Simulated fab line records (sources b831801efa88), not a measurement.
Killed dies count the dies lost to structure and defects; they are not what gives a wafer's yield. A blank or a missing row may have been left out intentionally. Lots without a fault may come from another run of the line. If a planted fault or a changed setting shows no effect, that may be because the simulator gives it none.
Which tool did it? + flow gf180mcu + 14 lots with 42 wafers sampled at 4 steps, on a route of 602 steps

## WHAT EACH GAUGE READ, for each wafer
GF_SALICIDE_RS_MEAS_04: a four-point-probe measurement. Usual: for SALICIDE_TIN_RS the level is 16.4 ohm/sq and the standard deviation is 0.32.
| lot  | measured     | on            | SALICIDE_TIN_RS (ohm/sq) | flag |
|------|--------------|---------------|--------------------------|------|
| L493 | day 16 01:39 | film-metro-02 | 17.0 17.0 16.9           |      |
| L495 | day 16 09:02 | film-metro-03 | 16.1 16.4 16.1           |      |
| L496 | day 16 18:59 | film-metro-03 | 16.6 16.5 16.4           |      |
| L497 | day 16 23:12 | film-metro-03 | 16.5 16.5 16.3           |      |
| L498 | day 17 16:57 | film-metro-03 | 16.4 16.6 16.2           |      |
| L499 | day 17 19:14 | film-metro-02 | 16.0 16.0 16.2           |      |
| L500 | day 18 06:56 | film-metro-03 | 15.9 16.0 16.1           |      |
| L503 | day 19 13:24 | film-metro-03 | 16.5 16.5 16.0           |      |
| L505 | day 20 00:24 | film-metro-03 | 16.0 16.4 16.1           |      |
| L508 | day 21 04:34 | film-metro-02 | 16.5 16.4 15.8           |      |
| L509 | day 21 06:52 | film-metro-02 | 16.6 16.7 16.7           |      |
| L511 | day 21 21:49 | film-metro-03 | 16.1 16.5 16.1           |      |
| L513 | day 22 16:31 | film-metro-03 | 16.6 16.5 16.6           |      |
| L514 | day 23 00:03 | film-metro-03 | 16.5 16.5 16.0           |      |

## WHICH TOOL RAN EACH LOT (tool, then ch and the chambers of the sampled wafers, then the start)
| lot  | GF_POLY_GATE_CVD_00         | GF_HV_LDD_RTA_52                 | GF_PSD_RTA_13                    |
|------|-----------------------------|----------------------------------|----------------------------------|
| L493 | lpcvd-01 ch 0, day 9 04:22  | rtp-anneal-02 ch 0, day 13 06:02 | rtp-anneal-01 ch 0, day 15 03:32 |
| L495 | lpcvd-01 ch 0, day 9 11:59  | rtp-anneal-02 ch 0, day 13 12:43 | rtp-anneal-02 ch 0, day 15 10:25 |
| L496 | lpcvd-02 ch 0, day 9 17:50  | rtp-anneal-02 ch 0, day 13 21:31 | rtp-anneal-02 ch 0, day 15 20:13 |
| L497 | lpcvd-02 ch 0, day 9 21:44  | rtp-anneal-02 ch 0, day 14 02:08 | rtp-anneal-02 ch 0, day 15 23:53 |
| L498 | lpcvd-01 ch 1, day 10 09:55 | rtp-anneal-01 ch 0, day 14 17:48 | rtp-anneal-02 ch 0, day 16 17:15 |
| L499 | lpcvd-02 ch 0, day 10 13:49 | rtp-anneal-02 ch 0, day 14 20:08 | rtp-anneal-01 ch 0, day 16 19:29 |
| L500 | lpcvd-02 ch 0, day 10 19:29 | rtp-anneal-01 ch 0, day 15 05:04 | rtp-anneal-02 ch 0, day 17 06:21 |
| L503 | lpcvd-02 ch 1, day 11 22:10 | rtp-anneal-01 ch 0, day 16 10:43 | rtp-anneal-01 ch 0, day 18 12:58 |
| L505 | lpcvd-01 ch 1, day 12 08:59 | rtp-anneal-02 ch 0, day 16 22:04 | rtp-anneal-02 ch 0, day 18 23:31 |
| L508 | lpcvd-01 ch 0, day 13 05:53 | rtp-anneal-02 ch 0, day 17 23:32 | rtp-anneal-02 ch 0, day 20 03:58 |
| L509 | lpcvd-01 ch 1, day 13 10:04 | rtp-anneal-02 ch 0, day 18 02:40 | rtp-anneal-01 ch 0, day 20 06:34 |
| L511 | lpcvd-02 ch 1, day 13 21:20 | rtp-anneal-02 ch 0, day 18 16:38 | rtp-anneal-01 ch 0, day 20 21:20 |
| L513 | lpcvd-02 ch 1, day 14 13:00 | rtp-anneal-01 ch 0, day 19 12:03 | rtp-anneal-02 ch 0, day 21 16:19 |
| L514 | lpcvd-02 ch 1, day 14 19:28 | rtp-anneal-01 ch 0, day 19 19:13 | rtp-anneal-02 ch 0, day 21 23:52 |
- GF_POLY_GATE_CVD_00: deposits poly-Si, target thk 200 nm, time 1200 s.
- GF_HV_LDD_RTA_52: time 10 s.
- GF_PSD_RTA_13: time 20 s.

## WHAT THE TOOLS THEMSELVES READ (means of the sampled wafers that have a number; where no wafer has one, the mark that the record gives instead)
GF_POLY_GATE_CVD_00. Usual: susceptor-temp-C 620.08 C, standard deviation 0.29; zone-power-top-pct 19.3 %, standard deviation 1.6; zone-power-upper-pct 8.5 %, standard deviation 0.55.
| lot  | tool     | susceptor-temp-C (C) | zone-power-top-pct (%) | zone-power-upper-pct (%) | flag |
|------|----------|----------------------|------------------------|--------------------------|------|
| L493 | lpcvd-01 | 620.38               | 19.5                   | 7.8                      |      |
| L495 | lpcvd-01 | 620.14               | 19.7                   | 7.9                      |      |
| L496 | lpcvd-02 | 620.09               | 20.3                   | 8.2                      |      |
| L497 | lpcvd-02 | 620.11               | 20.3                   | 8.2                      |      |
| L498 | lpcvd-01 | 619.77               | 21.3                   | 8.0                      |      |
| L499 | lpcvd-02 | 620.01               | 20.2                   | 8.2                      |      |
| L500 | lpcvd-02 | 620.17               | 20.3                   | 8.4                      |      |
| L503 | lpcvd-02 | 620.03               | 17.3                   | 9.2                      |      |
| L505 | lpcvd-01 | 620.04               | 21.1                   | 8.1                      |      |
| L508 | lpcvd-01 | 620.23               | 19.7                   | 7.9                      |      |
| L509 | lpcvd-01 | 619.78               | 21.3                   | 8.0                      |      |
| L511 | lpcvd-02 | 620.42               | 17.2                   | 9.2                      |      |
| L513 | lpcvd-02 | 620.17               | 17.3                   | 9.3                      |      |
| L514 | lpcvd-02 | 619.87               | 17.2                   | 9.2                      |      |

GF_HV_LDD_RTA_52. Usual: lamp-power-pct 33.2 %, standard deviation 1.1; wafer_temp_C_max 1005.5, standard deviation 1.3.
| lot  | tool          | lamp-power-pct (%) | wafer_temp_C_max | flag |
|------|---------------|--------------------|------------------|------|
| L493 | rtp-anneal-02 | 32.4               | 1004.2           |      |
| L495 | rtp-anneal-02 | 32.3               | 1004.1           |      |
| L496 | rtp-anneal-02 | 32.4               | 1005.1           |      |
| L497 | rtp-anneal-02 | 32.3               | 1005.2           |      |
| L498 | rtp-anneal-01 | 34.6               | 1007.0           |      |
| L499 | rtp-anneal-02 | 32.3               | 1004.4           |      |
| L500 | rtp-anneal-01 | 34.7               | 1007.1           |      |
| L503 | rtp-anneal-01 | 34.7               | 1006.1           |      |
| L505 | rtp-anneal-02 | 32.3               | 1003.4           |      |
| L508 | rtp-anneal-02 | 32.3               | 1005.9           |      |
| L509 | rtp-anneal-02 | 32.3               | 1004.9           |      |
| L511 | rtp-anneal-02 | 32.3               | 1004.1           |      |
| L513 | rtp-anneal-01 | 34.7               | 1006.6           |      |
| L514 | rtp-anneal-01 | 34.6               | 1006.3           |      |

GF_PSD_RTA_13. Usual: lamp-power-pct 34.5 %, standard deviation 1.2; wafer_temp_C_max 1030.7, standard deviation 1.3.
| lot  | tool          | lamp-power-pct (%) | wafer_temp_C_max | flag |
|------|---------------|--------------------|------------------|------|
| L493 | rtp-anneal-01 | 36.0               | 1031.9           |      |
| L495 | rtp-anneal-02 | 33.6               | 1029.9           |      |
| L496 | rtp-anneal-02 | 33.5               | 1030.6           |      |
| L497 | rtp-anneal-02 | 33.5               | 1029.2           |      |
| L498 | rtp-anneal-02 | 33.5               | 1030.7           |      |
| L499 | rtp-anneal-01 | 36.0               | 1030.8           |      |
| L500 | rtp-anneal-02 | 33.6               | 1030.6           |      |
| L503 | rtp-anneal-01 | 36.0               | 1031.1           |      |
| L505 | rtp-anneal-02 | 33.5               | 1030.0           |      |
| L508 | rtp-anneal-02 | 33.6               | 1030.2           |      |
| L509 | rtp-anneal-01 | 36.0               | 1031.4           |      |
| L511 | rtp-anneal-01 | 36.0               | 1030.9           |      |
| L513 | rtp-anneal-02 | 33.5               | 1030.1           |      |
| L514 | rtp-anneal-02 | 33.6               | 1030.8           |      |

## THE ANSWER, worked out from the rows above alone
Rule: a lot is off if the mean of its wafers that have a number lies more than 3 standard deviations from the usual mean. Also off: a lot with no number at a reading for which 4 or more lots have one. Any other lot the step has rows for is counted as sound. Order of review: gauges by route order, followed by the tools' own readings, for which a lot's mean as printed above is used. The first step at which some lot is off is used, and at that step the reading that is off furthest; a lot without a number counts as furthest.
None of the lots is off at any reading shown; this tells nothing.

## WHAT THE SIMULATOR PUT IN
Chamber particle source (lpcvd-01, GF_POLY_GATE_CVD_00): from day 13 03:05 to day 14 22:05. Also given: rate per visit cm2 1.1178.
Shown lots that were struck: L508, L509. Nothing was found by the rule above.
